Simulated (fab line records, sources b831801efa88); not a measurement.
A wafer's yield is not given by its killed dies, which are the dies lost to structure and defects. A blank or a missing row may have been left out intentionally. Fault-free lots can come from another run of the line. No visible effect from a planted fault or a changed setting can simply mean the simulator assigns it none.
Which of the tools did it?	flow sky130	Sampling: 24 lots, 72 wafers, 3 of 708 route steps

WHAT THE GAUGES READ, wafer by wafer
SKY_NWELL_TW_MEAS_15.
lot	measured	on	NWELL_TW
L074	day 4 17:46	filmMetro-04	1838 1824 1836
L075	day 4 21:34	filmMetro-04	1832 1837 1840
L076	day 5 04:32	filmMetro-04	1847 1841 1854
L077	day 5 08:11	filmMetro-01	1823 1812 1824
L078	day 5 15:44	filmMetro-04	1835 1844 1851
L079	day 5 21:02	filmMetro-03	1833 1839 1842
L080	day 6 01:44	filmMetro-01	1823 1816 1810
L081	day 6 11:53	filmMetro-01	1814 1823 1822
L082	day 7 05:11	filmMetro-04	1837 1829 1833
L083	day 7 05:22	filmMetro-01	1831 1821 1827
L084	day 7 12:16	filmMetro-04	1822 1822 1832
L085	day 7 13:43	filmMetro-01	1830 1819 1822
L086	day 7 13:46	filmMetro-04	1826 1835 1839
L087	day 7 18:22	filmMetro-04	1829 1840 1834
L088	day 8 06:26	filmMetro-03	1812 1812 1810
L089	day 8 07:01	filmMetro-03	1800 1821 1819
L090	day 8 14:56	filmMetro-03	1811 1826 1816
L091	day 8 17:52	filmMetro-03	1810 1816 1819
L092	day 8 23:08	filmMetro-04	1834 1842 1834
L093	day 9 03:10	filmMetro-03	1816 1809 1812
L094	day 9 13:26	filmMetro-04	1850 1840 1838
L095	day 9 20:22	filmMetro-03	1822 1811 1825
L096	day 9 22:08	filmMetro-01	1823 1820 1819
L097	day 10 07:07	filmMetro-04	1834 1834 1841

SKY_VT_ADJUST_NCORE_OVL_MEAS_08.
lot	measured	on	VT_ADJUST_NCORE_OVL (nm)
L074	day 8 17:42	overlay-01	-3.1 -2.6 -2.5
L075	day 8 23:39	overlay-02	1.9 -1.1 -1.3
L076	day 9 07:19	overlay-01	-3.0 -0.1 -0.6
L077	day 9 13:00	overlay-02	-2.7 -2.3 -2.5
L078	day 9 21:57	overlay-01	0.3 -1.4 0.3
L079	day 10 06:01	overlay-02	-0.6 1.0 0.6
L080	day 10 09:35	overlay-02	-2.0 -1.7 -0.7
L081	day 10 23:07	overlay-01	-3.4 0.7 -1.2
L082	day 11 20:18	overlay-01	-1.0 -0.4 -1.5
L083	day 11 21:22	overlay-01	-3.3 -2.2 -3.4
L084	day 12 04:39	overlay-02	-3.8 0.0 -3.1
L085	day 12 05:54	overlay-01	-1.6 -3.4 -3.1
L086	day 12 07:13	overlay-02	0.5 1.8 -0.7
L087	day 12 12:13	overlay-01	-1.2 -1.9 -2.1
L088	day 13 02:50	overlay-02	-1.6 -1.3 -3.6
L089	day 13 02:59	overlay-01	-3.8 -2.2 -4.6
L090	day 13 12:28	overlay-02	-0.2 -0.8 -2.4
L091	day 13 17:26	overlay-02	-1.2 -0.8 -1.9
L092	day 14 01:04	overlay-02	-3.4 -1.1 -2.7
L093	day 14 05:40	overlay-01	-3.5 -2.5 -3.2
L094	day 14 19:37	overlay-01	-1.7 -1.7 -2.0
L095	day 15 04:34	overlay-02	-0.5 -4.8 -1.3
L096	day 15 06:36	overlay-02	-1.2 -3.0 -2.6
L097	day 15 15:25	overlay-01	-1.3 -2.4 -3.7

SKY_POLY_GATE_CD_MEAS_22.
lot	measured	on	cdNm (nm)
L074	day 16 21:16	cdSem-02	150.2 149.9 155.1
L075	day 17 05:52	cdSem-02	147.4 152.8 146.3
L076	day 17 15:35	cdSem-01	149.6 148.4 151.3
L077	day 17 19:28	cdSem-02	149.2 148.2 154.0
L078	day 18 10:25	cdSem-02	151.7 152.4 150.2
L079	day 18 18:29	cdSem-02	149.3 150.6 151.2
L080	day 19 03:33	cdSem-01	147.3 154.8 150.1
L081	day 19 21:52	cdSem-02	148.1 153.1 150.8
L082	day 20 20:25	cdSem-01	149.7 150.3 153.7
L083	day 20 23:36	cdSem-01	145.9 151.4 149.6
L084	day 21 04:47	cdSem-01	146.0 146.4 148.2
L085	day 21 13:30	cdSem-02	148.7 152.4 147.7
L086	day 21 12:15	cdSem-01	152.4 155.1 150.8
L087	day 21 18:49	cdSem-01	158.6 154.7 151.6
L088	day 22 06:35	cdSem-02	146.1 149.5 149.5
L089	day 22 10:20	cdSem-01	152.2 150.7 148.0
L090	day 22 21:21	cdSem-01	146.9 151.8 147.8
L091	day 23 03:43	cdSem-01	151.3 152.8 153.2
L092	day 23 13:19	cdSem-02	150.2 152.5 153.5
L093	day 23 14:58	cdSem-02	150.4 146.4 153.0
L094	day 24 05:44	cdSem-01	153.9 152.2 149.8
L095	day 24 14:59	cdSem-02	154.1 151.8 150.1
L096	day 24 19:31	cdSem-01	147.9 148.8 147.3
L097	day 25 04:53	cdSem-01	151.3 152.1 150.5

EACH LOT AND THE TOOL THAT RAN IT (in order: tool; ch and the chambers of the sampled wafers; start)
There is no process step in the record ahead of these readings.

WHAT THE TOOLS THEMSELVES READ (means of the sampled wafers that have a number; where no wafer has one, the mark that the record gives instead)
The record holds no such reading with a usual standard deviation.

THE ANSWER, worked out from the rows above alone
Rule: the usual values come from the lots themselves. The widest of any qualifying gaps counts: lots, ordered by their means at a reading, are off when they make up no more than a third of the lots, leave a main group of 4 or more, and stand apart from it by 3 or more times the standard deviation of that group's means. A main group whose means are all the same, to the digits that the tables above print for the reading, isn't used. A lot without any number at a reading at which 4 lots or more have one is off too. The other lots that the step has rows for count as sound. First the gauges in route order, then the tools' own readings, where a lot's mean is used as printed above. The first step at which some lot is off is used, and at that step the reading that is off furthest; a lot without a number counts as furthest.
None of the lots is off at any reading shown; this tells nothing.

WHAT HAD BEEN PUT IN BY THE SIMULATOR
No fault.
